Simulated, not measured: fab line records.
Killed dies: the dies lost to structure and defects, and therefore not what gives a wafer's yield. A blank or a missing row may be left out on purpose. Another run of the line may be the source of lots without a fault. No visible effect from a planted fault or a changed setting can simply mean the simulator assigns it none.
A single fault, viewed from 2 desks / flow sfqLine / each desk holds nothing but its own numbers, with what lay behind them at the end

## FROM THE METROLOGY DESK
What the gauges read, lot by lot, whatever tool the lot ran on: means of the sampled wafers that have a number. If a lot's mean is further than 4 standard deviations from the usual mean, the lot is out of limits and carries the mark OUT (the distance appears in the brackets).
Columns: A = L0V_OVL at SFQ_L0V_OVL_MEAS_903, usual 1 nm
lot=L941; first seen here=day 8 09:26; A=-9
lot=L943; first seen here=day 8 23:29; A=10
lot=L944; first seen here=day 9 12:57; A=-0
lot=L946; first seen here=day 10 05:44; A=-6
lot=L951; first seen here=day 11 12:35; A=-2
lot=L952; first seen here=day 11 23:57; A=5
lot=L954; first seen here=day 12 09:32; A=7
lot=L955; first seen here=day 12 18:04; A=8
lot=L956; first seen here=day 13 01:49; A=2
lot=L957; first seen here=day 13 09:29; A=-2
lot=L958; first seen here=day 13 16:41; A=3
lot=L959; first seen here=day 14 00:37; A=3
lot=L960; first seen here=day 14 07:48; A=-3
lot=L961; first seen here=day 14 14:59; A=4
This desk's finding: nothing out of limits on any of the 14 lots.

## DESK OF THE TOOL OWNER: lithoTrack-03
The tool's own readings at SFQ_TRILAYER_M2_LITHO_PEB_060 (peb time 60 s): means of the sampled wafers that have a number, for each lot that ran on this tool. If a lot's mean is further than 4 standard deviations from the usual mean, the lot is out of limits and carries the mark OUT (the distance appears in the brackets).
Columns: A = heaterPowerTotalW at SFQ_TRILAYER_M2_LITHO_PEB_060, usual 79.16 W; B = resistLineTempC at SFQ_TRILAYER_M2_LITHO_PEB_060, usual 23.00 C
lot=L943; first seen here=day 32 12:03; A=79.62 (+6.8) OUT; B=22.96
lot=L944; first seen here=day 33 02:33; A=79.80 (+9.4) OUT; B=22.91
lot=L952; first seen here=day 36 06:02; A=79.16; B=23.10
lot=L955; first seen here=day 37 22:22; A=79.19; B=22.96
lot=L957; first seen here=day 39 17:08; A=79.13; B=22.98
lot=L958; first seen here=day 39 19:32; A=79.18; B=22.95
lot=L960; first seen here=day 39 21:58; A=79.17; B=22.86
This desk's finding: out of limits on L943, L944; first on L943, day 32 12:03 (heaterPowerTotalW at SFQ_TRILAYER_M2_LITHO_PEB_060). Within limits: L952, L955, L957, L958, L960.

## BROUGHT TOGETHER
The tool owner's desk could have raised an alarm at day 32 12:03, on L943, L944.
Nothing out of limits was seen by the metrology desk.
The metrology desk has L943, L944 on record, within its limits.
The lots listed all ran SFQ_TRILAYER_M2_LITHO_PEB_060 on lithoTrack-03.

## WHAT THE SIMULATOR PUT IN
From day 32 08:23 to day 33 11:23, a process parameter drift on lithoTrack-03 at SFQ_TRILAYER_M2_LITHO_PEB_060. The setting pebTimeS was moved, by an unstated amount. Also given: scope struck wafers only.
Struck lots among those shown: L943, L944.
Hours from the fault's start to each desk's first reading out of limits: the tool owner's desk, 4.
